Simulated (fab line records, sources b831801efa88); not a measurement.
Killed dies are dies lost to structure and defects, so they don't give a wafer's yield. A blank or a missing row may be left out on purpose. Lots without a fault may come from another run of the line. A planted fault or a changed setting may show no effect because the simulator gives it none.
Which tool did it? | flow gf180mcu | 12 lots, 36 wafers sampled, at 1 step of a route of 602

WHAT THE GAUGES READ, wafer by wafer
GF_V2_THK_MEAS_03.
lot  | measured     | on            | V2_CVD_02_THK (nm)
L075 | day 19 18:11 | film_metro-01 | 849 844 853
L077 | day 20 10:36 | film_metro-02 | 844 833 848
L079 | day 21 05:53 | film_metro-04 | 851 859 861
L081 | day 22 03:24 | film_metro-04 | 838 849 850
L083 | day 22 17:19 | film_metro-01 | 853 864 864
L085 | day 23 13:10 | film_metro-04 | 849 841 855
L087 | day 23 21:34 | film_metro-04 | 830 852 850
L089 | day 24 18:09 | film_metro-01 | 848 857 863
L091 | day 25 22:57 | film_metro-01 | 830 855 847
L094 | day 26 15:21 | film_metro-01 | 851 849 860
L095 | day 26 18:29 | film_metro-01 | 839 853 865
L097 | day 27 12:23 | film_metro-01 | 830 836 847

WHICH TOOL RAN EACH LOT (tool, then ch and the chambers of the sampled wafers, then the start)
The record holds no process step before these readings.

THE ANSWER, worked out from the rows above alone
Rule: what is usual is taken from the lots themselves. Put in order of their means at a reading, lots are off if they are a third of the lots or fewer, leave a main group of 4 or more, and stand apart from it by a gap of 3 or more times the standard deviation of the main group's means; of several such gaps the widest counts. A main group whose means are all the same, to the digits that the tables above print for the reading, isn't used. A lot without any number at a reading at which 4 lots or more have one is off too. The other lots that the step has rows for count as sound.
No lot is off at any reading shown: from this, nothing can be told.

WHAT THE SIMULATOR HAD PUT IN
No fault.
